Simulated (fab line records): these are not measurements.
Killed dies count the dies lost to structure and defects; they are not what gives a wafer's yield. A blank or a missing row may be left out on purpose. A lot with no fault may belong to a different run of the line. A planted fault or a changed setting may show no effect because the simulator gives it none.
fab line records	flow sky130
[record] lots = 6	wafers = 18	last_day = 50
route steps=708 shown SONOS_TUNNEL@166 SONOS_ONO@168 PAD_OPEN@708
lots untouched by any fault: they come from a run of this same line in which no faults occurred
start_h: start of the lot's first displayed wafer, in hours after the record's first day	wait_h: hours since the lot's step before	" unchanged from the row above	L1.1+2: one row covering several wafers at once	- value missing, or start not given	* or withheld: withheld	< > ~ a bound
route shown NAME@n: a module of which the file shows steps, and the number in the route of the first	usual: mean/standard deviation taken from wafers without a fault	same: alike in all rows	chamber/n: place in a boat	sites: each site's reading	_std_site: the standard deviation of these	_edge_site: inner sites' mean taken away from outer sites' mean	radius_mm: for every site, how far away it sits from the centre of the wafer	mask NAME#n: copy n	behind: tool/chamber where the wafer was last shaped	hold: why the lot went on hold/how many hours it stayed there/how the hold came to an end	device: the n, p or np transistor that did not switch	end of line: tests run on the same wafers once the route is complete	a step given without rows: its recipe and nothing more	killed: the dies lost at the first sort to structure and to defects; this is not the yield of the wafer	map: per-die view of a wafer (x killed, . not killed, _ where there is no die)
set.NAME: setting as actually run; set.NAME@STEP: the setting as run at that earlier step	model.NAME: the simulator's own value behind a step, which no gauge read
lots seen at some steps along the route; tables by step, rows by wafer
services: a tool's chamber out of use, with start hour (start_h, from the record's first day; less than 0 if before it), hours out, and reason
[[steps]]
[step SKY_SONOS_TUNNEL_TW_MEAS_12]
[usual] SONOS_TUNNEL_TW = 197.0/2
lot.wafer	tool	chamber	start_h	wait_h	SONOS_TUNNEL_TW
L589.2	film_metro-01	-	248.99	0.0	199.3
L589.3	"	-	"	"	199.1
L589.5	"	-	"	"	198.9
L590.3	film_metro-02	-	258.38	0.0	198.0
L590.4	"	-	"	"	197.3
L590.5	"	-	"	"	197.8
L601.2	film_metro-01	-	349.15	0.0	199.3
L601.3	"	-	"	"	199.2
L601.6	"	-	"	"	198.4
L602.1	film_metro-02	-	356.68	0.0	195.4
L602.3	"	-	"	"	195.4
L602.4	"	-	"	"	195.8
L604.1	film_metro-01	-	365.18	0.0	198.6
L604.3	"	-	"	"	199.7
L604.4	"	-	"	"	199.8
L612.3	film_metro-01	-	434.47	0.0	200.0
L612.4	"	-	"	"	199.7
L612.6	"	-	"	"	199.6
[step SKY_SONOS_TUNNEL_CLEAN_13]
[recipe] chemistry = dHF	time_s = 20	dilution = 100:1	dry = ipa_marangoni
[step SKY_SONOS_ONO_OXIDATION_00]
[recipe] temp_c = 800	ambient = O2	idle_temp_c = 700	ramp_up_c_per_min = 10	ramp_down_c_per_min = 3	stabilise_s = 600	purge_s = 300	target_thk_a = 26	ox_time_s = 1249
[step SKY_SONOS_ONO_THK_MEAS_01]
[recipe] reads = SiO2_of_SONOS_ONO_OXIDATION_00
[usual] SONOS_ONO_OXIDATION_THK = 2.60/0.051
lot.wafer	tool	chamber	start_h	wait_h	SONOS_ONO_OXIDATION_THK[nm]
L589.2	film_metro-01	-	251.55	0.0	2.51
L589.3	"	-	"	"	2.50
L589.5	"	-	"	"	2.48
L590.3	film_metro-03	-	260.82	0.0	2.63
L590.4	"	-	"	"	2.60
L590.5	"	-	"	"	2.55
L601.2	film_metro-03	-	350.87	0.0	2.60
L601.3	"	-	"	"	2.55
L601.6	"	-	"	"	2.54
L602.1	film_metro-02	-	358.69	0.0	2.67
L602.3	"	-	"	"	2.62
L602.4	"	-	"	"	2.60
L604.1	film_metro-03	-	367.54	0.0	2.57
L604.3	"	-	"	"	2.63
L604.4	"	-	"	"	2.61
L612.3	film_metro-02	-	437.10	0.0	2.56
L612.4	"	-	"	"	2.57
L612.6	"	-	"	"	2.63
[step SKY_SONOS_ONO_CVD_02]
[recipe] material = Si3N4	precursor = DCS/NH3	target_thk_nm = 10.5	temp_c = 770	time_s = 180	pressure_mtorr = 250
[step SKY_SONOS_ONO_THK_MEAS_03]
[recipe] reads = Si3N4_of_SONOS_ONO_CVD_02
[usual] SONOS_ONO_CVD_02_THK = 10.57/0.17
lot.wafer	tool	chamber	start_h	wait_h	SONOS_ONO_CVD_02_THK[nm]
L589.2	film_metro-02	-	252.66	0.0	10.58
L589.3	"	-	"	"	10.58
L589.5	"	-	"	"	10.59
L590.3	film_metro-02	-	261.93	0.0	10.80
L590.4	"	-	"	"	10.98
L590.5	"	-	"	"	10.77
L601.2	film_metro-01	-	351.98	0.0	10.68
L601.3	"	-	"	"	10.50
L601.6	"	-	"	"	10.51
L602.1	film_metro-01	-	363.27	0.0	10.44
L602.3	"	-	"	"	10.41
L602.4	"	-	"	"	10.43
L604.1	film_metro-03	-	369.53	0.0	10.41
L604.3	"	-	"	"	10.36
L604.4	"	-	"	"	10.42
L612.3	film_metro-02	-	439.93	0.0	10.29
L612.4	"	-	"	"	10.52
L612.6	"	-	"	"	10.42
[step SKY_SONOS_ONO_CVD_04]
[recipe] material = SiO2	precursor = SiH4/N2O	target_thk_nm = 5.7199	temp_c = 900	pressure_mtorr = 400
[step SKY_SONOS_ONO_THK_MEAS_05]
[recipe] reads = SiO2_of_SONOS_ONO_CVD_04
[usual] SONOS_ONO_CVD_04_THK = 5.70/0.09
lot.wafer	tool	chamber	start_h	wait_h	SONOS_ONO_CVD_04_THK[nm]
L589.2	film_metro-03	-	253.97	0.0	5.62
L589.3	"	-	"	"	5.60
L589.5	"	-	"	"	5.60
L590.3	film_metro-03	-	263.24	0.0	5.79
L590.4	"	-	"	"	5.74
L590.5	"	-	"	"	5.81
L601.2	film_metro-03	-	353.29	0.0	5.74
L601.3	"	-	"	"	5.63
L601.6	"	-	"	"	5.72
L602.1	film_metro-02	-	364.58	0.0	5.58
L602.3	"	-	"	"	5.56
L602.4	"	-	"	"	5.48
L604.1	film_metro-01	-	370.84	0.0	5.85
L604.3	"	-	"	"	5.72
L604.4	"	-	"	"	5.68
L612.3	film_metro-03	-	441.24	0.0	5.68
L612.4	"	-	"	"	5.68
L612.6	"	-	"	"	5.65
[step SKY_SONOS_ONO_DEHYDRATE_06]
[recipe] temp_c = 200	time_s = 60
[step SKY_SONOS_ONO_HMDS_07]
[recipe] prime_time_s = 60	prime_temp_c = 120
[step SKY_SONOS_ONO_COAT_08]
[recipe] resist = NOVOLAK	spin_rpm = 3000	resist_thk_nm = 1140
[step SKY_SONOS_ONO_SOFTBAKE_09]
[recipe] temp_c = 90	time_s = 60	resist = NOVOLAK
[step SKY_SONOS_ONO_EXPOSE_10]
[recipe] mask_id = ONOM	target_cd_nm = 410	na = 0.6	source_shape = conventional	sigma_outer = 0.6	dose_mj = 150
[usual] exposure_dose_mJ_cm2 = 150.03/0.18
lot.wafer	tool	chamber	start_h	wait_h	mask	exposure_dose_mJ_cm2
L589.2	iline_stepper-02	0	265.38	-	ONOM#0	150.16
L589.3	"	0	"	"	ONOM#0	150.22
L589.5	"	0	"	"	ONOM#0	150.24
L590.3	iline_stepper-01	0	274.74	-	ONOM#0	149.92
L590.4	"	0	"	"	ONOM#0	150.08
L590.5	"	0	"	"	ONOM#0	149.97
L601.2	iline_stepper-01	0	367.72	-	ONOM#0	149.87
L601.3	"	0	"	"	ONOM#0	150.01
L601.6	"	0	"	"	ONOM#0	150.00
L602.1	iline_stepper-01	0	378.13	-	ONOM#0	150.14
L602.3	"	0	"	"	ONOM#0	150.12
L602.4	"	0	"	"	ONOM#0	150.13
L604.1	iline_stepper-01	0	385.34	-	ONOM#0	149.83
L604.3	"	0	"	"	ONOM#0	149.81
L604.4	"	0	"	"	ONOM#0	149.79
L612.3	iline_stepper-01	0	457.18	-	ONOM#0	149.95
L612.4	"	0	"	"	ONOM#0	149.96
L612.6	"	0	"	"	ONOM#0	149.73
[step SKY_SONOS_ONO_PEB_11]
[recipe] temp_c = withheld	time_s = *	resist = NOVOLAK
[step SKY_SONOS_ONO_DEVELOP_12]
[recipe] develop_time_s = 60	dev_temp_c = 23
[step SKY_SONOS_ONO_CD_MEAS_13]
[recipe] target_cd_nm = 410
[usual] cd_nm = 410.2/2.3
lot.wafer	tool	chamber	start_h	wait_h	cd_nm
L589.2	cd_sem-02	-	278.27	0.1	407.7
L589.3	"	-	"	"	409.1
L589.5	"	-	"	"	406.4
L590.3	cd_sem-02	-	287.07	0.1	406.7
L590.4	"	-	"	"	406.2
L590.5	"	-	"	"	407.2
L601.2	cd_sem-01	-	380.95	0.1	409.9
L601.3	"	-	"	"	410.1
L601.6	"	-	"	"	410.4
L602.1	cd_sem-02	-	392.76	0.1	392.2
L602.3	"	-	"	"	395.2
L602.4	"	-	"	"	403.0
L604.1	cd_sem-02	-	399.56	0.1	413.5
L604.3	"	-	"	"	382.1
L604.4	"	-	"	"	378.0
L612.3	cd_sem-01	-	472.09	0.1	410.6
L612.4	"	-	"	"	410.3
L612.6	"	-	"	"	410.1
[step SKY_SONOS_ONO_OVL_MEAS_14]
[usual] SONOS_ONO_OVL = 1.4/1.4
lot.wafer	tool	chamber	start_h	wait_h	SONOS_ONO_OVL[nm]
L589.2	overlay-02	-	278.38	0.1	2.3
L589.3	"	-	"	"	1.0
L589.5	"	-	"	"	2.0
L590.3	overlay-02	-	287.16	0.1	2.8
L590.4	"	-	"	"	2.6
L590.5	"	-	"	"	3.5
L601.2	overlay-01	-	381.05	0.1	1.2
L601.3	"	-	"	"	1.8
L601.6	"	-	"	"	2.2
L602.1	overlay-02	-	392.88	0.1	2.5
L602.3	"	-	"	"	-0.5
L602.4	"	-	"	"	1.3
L604.1	overlay-02	-	399.68	0.1	1.7
L604.3	"	-	"	"	2.4
L604.4	"	-	"	"	1.8
L612.3	overlay-01	-	472.18	0.1	0.2
L612.4	"	-	"	"	0.2
L612.6	"	-	"	"	-0.5
[step SKY_SONOS_ONO_ETCH_15]
[recipe] target_depth_nm = 19.52	chemistry = CHF3/O2	source_w = 600	bias_w = 200	pressure_mtorr = 40	chf3_flow_sccm = 50	O2_flow_sccm = 5	time_s = 7.8
[usual] drypump_motor_current_A = 5.6/0.5	oes_product_au = 1.007/0.0095	throttle_valve_pct = 8.827/0.0088
lot.wafer	tool	chamber	start_h	wait_h	drypump_motor_current_A	oes_product_au	rf_hours_counter_h	throttle_valve_pct	model.SONOS_ONO.cd_nm
L589.2	rie_diel-03	2	278.41	0.0	4.9	1.003	53	8.848	407.8
L589.3	"	3	"	"	6.0	0.999	82	8.819	408.9
L589.5	"	0	"	"	5.8	1.006	-	8.829	406.5
L590.3	rie_diel-04	3	287.19	0.0	5.8	1.010	97	8.830	407.1
L590.4	"	0	"	"	4.8	1.005	6	8.825	406.1
L590.5	"	2	"	"	6.6	1.012	-	8.825	406.9
L601.2	rie_diel-03	1	381.08	0.0	5.9	1.004	12	8.825	410.2
L601.3	"	3	"	"	6.0	1.007	84	8.841	409.9
L601.6	"	2	"	"	4.8	1.014	-	8.830	410.6
L602.1	rie_diel-02	2	392.92	0.0	5.7	0.988	4	8.812	392
L602.3	"	3	"	"	5.1	1.014	7	8.837	395.4
L602.4	"	1	"	"	5.4	1.007	61	8.811	403.3
L604.1	rie_diel-04	1	399.72	0.0	5.6	1.031	2	8.845	413.6
L604.3	"	2	"	"	6.6	1.008	105	8.833	382
L604.4	"	0	"	"	4.8	0.995	7	8.820	378.3
L612.3	rie_diel-04	3	472.21	0.0	5.8	0.989	0	8.822	411.1
L612.4	"	1	"	"	5.6	1.029	3	8.826	410.2
L612.6	"	3	"	"	5.8	0.997	-	8.820	410.4
[step SKY_SONOS_ONO_WET_ETCH_16]
[recipe] chemistry = dHF	target_depth_nm = 14	dry = n2_spin	target = SiO2	dilution = 100:1	temp_c = 25	time_s = 280
[step SKY_PAD_OPEN_PROBE_99]
[usual] killed_at_M0_to_M3 = 43/7.7	killed_at_M4_up = 3.1/1.7	killed_at_contacts = 23/4.8	killed_at_front_end = 15/4.5	killed_at_other = 0.3/0.58	killed_dies = 85/10	killed_open = 46/7.5	killed_short = 38/6.5
[same] gross_dies = 492	killed_at_back_side = 0
lot.wafer	tool	chamber	start_h	wait_h	killed_at_M0_to_M3	killed_at_M4_up	killed_at_contacts	killed_at_front_end	killed_at_other	killed_dies	killed_open	killed_short
L589.2	prober-02	-	1070.49	0.1	42	3	14	13	0	72	36	36
L589.3	prober-02	-	1070.54	0.2	37	4	19	11	1	72	45	27
L589.5	prober-02	-	1070.64	0.2	44	4	16	17	0	81	37	44
L590.3	prober-01	-	1078.19	0.2	42	1	20	11	0	74	48	26
L590.4	prober-01	-	1078.24	0.2	56	3	19	11	0	89	61	28
L590.5	prober-01	-	1078.29	0.2	35	2	28	15	1	81	47	34
L601.3	prober-02	-	1152.52	0.2	40	4	29	21	0	94	54	40
L601.6	prober-02	-	1152.67	0.2	42	3	23	17	1	86	51	33
L602.1	prober-01	-	1157.75	0.1	54	2	23	15	0	94	47	47
L602.3	prober-01	-	1157.85	0.2	40	5	21	16	0	82	42	40
L602.4	prober-01	-	1157.90	0.2	48	4	17	15	0	84	50	34
L612.3	prober-01	-	1199.30	0.2	39	2	22	11	0	74	32	38
L612.4	prober-01	-	1199.35	0.2	34	3	28	15	1	81	47	31
L612.6	prober-01	-	1199.45	0.2	42	1	27	20	0	90	54	34
// killed by level:class
L589.2 VIA2:geometric_particle:open=12 VIA1:geometric_particle:open=8 METAL1:geometric_particle:short=7 METAL2:geometric_particle:short=6 FIELD_ISO:geometric_particle:open=4 VIA1:geometric_particle:short=4 LOCAL_INTERCONNECT:geometric_particle:short=4 CONTACT:geometric_particle:open=4
L589.3 VIA1:geometric_particle:open=13 LOCAL_INTERCONNECT:geometric_particle:short=7 CONTACT:geometric_particle:open=6 VIA2:geometric_particle:open=6 VIA3:geometric_particle:open=6 POLY_GATE:geometric_particle:open=4 LI_CONTACT:geometric_particle:open=4 METAL4:geometric_particle:short=4
L589.5 VIA1:geometric_particle:open=10 METAL1:geometric_particle:short=6 VIA2:geometric_particle:short=5 VIA3:geometric_particle:open=5 FIELD_ISO:geometric_particle:short=4 POLY_GATE:geometric_particle:short=4 POLY_GATE:geometric_particle:open=4 LI_CONTACT:geometric_particle:open=4
L590.3 VIA1:geometric_particle:open=12 CONTACT:geometric_particle:open=10 VIA1:geometric_particle:short=5 VIA3:geometric_particle:open=5 FIELD_ISO:geometric_particle:short=4 LI_CONTACT:geometric_particle:open=4 METAL2:geometric_particle:short=4 METAL2:geometric_particle:open=4
L590.4 VIA1:geometric_particle:open=19 LI_CONTACT:geometric_particle:open=9 VIA2:geometric_particle:open=9 CONTACT:geometric_particle:open=6 VIA3:geometric_particle:open=5 POLY_GATE:geometric_particle:open=4 METAL1:geometric_particle:short=4 VIA2:geometric_particle:short=4
L590.5 VIA1:geometric_particle:open=12 CONTACT:geometric_particle:open=11 FIELD_ISO:geometric_particle:open=8 FIELD_ISO:geometric_particle:short=7 LI_CONTACT:geometric_particle:open=6 METAL2:geometric_particle:short=5 CONTACT:geometric_particle:short=5 LOCAL_INTERCONNECT:geometric_particle:short=5
L601.3 LI_CONTACT:geometric_particle:open=11 CONTACT:geometric_particle:open=10 VIA3:geometric_particle:open=7 METAL1:geometric_particle:short=6 POLY_GATE:geometric_particle:short=6 VIA1:geometric_particle:open=6 FIELD_ISO:geometric_particle:open=5 POLY_GATE:geometric_particle:open=5
L601.6 VIA1:geometric_particle:open=12 LI_CONTACT:geometric_particle:open=8 VIA3:geometric_particle:open=8 VIA2:geometric_particle:open=7 POLY_GATE:geometric_particle:open=6 CONTACT:geometric_particle:open=6 LI_CONTACT:geometric_particle:short=4 CONTACT:geometric_particle:short=4
L602.1 VIA1:geometric_particle:open=12 METAL1:geometric_particle:short=8 METAL2:geometric_particle:short=8 LI_CONTACT:geometric_particle:open=5 LOCAL_INTERCONNECT:geometric_particle:short=5 CONTACT:geometric_particle:open=5 METAL3:geometric_particle:short=5 VIA3:geometric_particle:open=5
L602.3 VIA1:geometric_particle:open=12 CONTACT:geometric_particle:open=6 METAL2:geometric_particle:short=6 VIA3:geometric_particle:open=6 LI_CONTACT:geometric_particle:open=5 LOCAL_INTERCONNECT:geometric_particle:short=5 FIELD_ISO:geometric_particle:open=4 POLY_GATE:geometric_particle:short=4
L602.4 VIA1:geometric_particle:open=15 CONTACT:geometric_particle:open=8 POLY_GATE:geometric_particle:open=5 LI_CONTACT:geometric_particle:open=5 METAL3:geometric_particle:short=5 METAL1:geometric_particle:short=5 METAL2:geometric_particle:short=5 FIELD_ISO:geometric_particle:open=4
L612.3 VIA1:geometric_particle:open=10 METAL1:geometric_particle:short=8 LI_CONTACT:geometric_particle:open=6 METAL3:geometric_particle:short=5 CONTACT:geometric_particle:open=5 LOCAL_INTERCONNECT:geometric_particle:short=4 FIELD_ISO:geometric_particle:short=3 CONTACT:geometric_particle:short=3
L612.4 VIA1:geometric_particle:open=11 LI_CONTACT:geometric_particle:open=10 CONTACT:geometric_particle:open=9 METAL1:geometric_particle:short=6 LOCAL_INTERCONNECT:geometric_particle:short=5 FIELD_ISO:geometric_particle:open=4 FIELD_ISO:geometric_particle:short=3 VIA3:geometric_particle:short=3
L612.6 CONTACT:geometric_particle:open=11 VIA1:geometric_particle:open=10 FIELD_ISO:geometric_particle:open=8 LOCAL_INTERCONNECT:geometric_particle:short=6 METAL1:geometric_particle:short=6 VIA2:geometric_particle:open=6 FIELD_ISO:geometric_particle:short=5 CONTACT:geometric_particle:short=5
[[services]]
tool	chamber	start_h	hours	kind
rie_diel-04	1	250.26	-	clean
rie_diel-04	1	250.26	15.6	scheduled_down
rie_diel-04	1	250.26	15.6	vent_cycle
rie_diel-04	3	250.53	4.7	repair
iline_stepper-01	-	259.29	8.9	pm
rie_diel-02	1	262.82	2.6	repair
iline_stepper-01	-	303.13	1.7	pm
rie_diel-02	0	313.02	15.5	repair
rie_diel-03	-	314.77	0.8	repair
iline_stepper-01	0	320.25	-	calibration
rie_diel-04	2	328.59	4.2	repair
rie_diel-02	3	337.14	2.9	repair
iline_stepper-02	-	403.72	1.7	pm
rie_diel-04	2	414.36	-	clean
rie_diel-04	2	414.36	14.5	scheduled_down
rie_diel-04	2	414.36	14.5	vent_cycle
rie_diel-02	1	418.86	8.9	repair
iline_stepper-02	-	422.76	5.5	repair
rie_diel-04	3	437.73	10.7	repair
iline_stepper-01	-	447.12	3.7	repair
rie_diel-04	3	448.47	-	clean
rie_diel-04	3	448.47	17.5	scheduled_down
rie_diel-04	3	448.47	17.5	vent_cycle
iline_stepper-02	-	453.08	7.2	repair
[[key]]
[first_sign] step = SKY_SONOS_ONO_CD_MEAS_13	reading = cd_nm	direction = down	sigmas = 7.1	usual = 410.2	struck = 394.0	wafers_moved = 5
effect none on later readings
[model_effect] step = SKY_SONOS_ONO_ETCH_15	value = SONOS_ONO.cd_nm	without = 414.2	struck = 394.1
met_at SKY_SONOS_ONO_EXPOSE_10
struck_wafers L602.1,L602.3,L602.4,L604.1,L604.3,L604.4
tester_left_out L602,L604
onset_between 367.72 378.13
[fault] kind = process_parameter_drift	tool = iline_stepper-01	chamber = -	onset_h = 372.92	steps = SKY_SONOS_ONO_EXPOSE_10	channel = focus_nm	offset = 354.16	spread_by_wafer = 0.3	shape = step	end_h = 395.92
// tester_left_out: of these lots the tester's yield and bins aren't shown, on N5 and GAA mostly nor the transistor test; their killed dies are dies lost to structure and defects alone, not to doping, threshold or leakage, so they don't give the yield
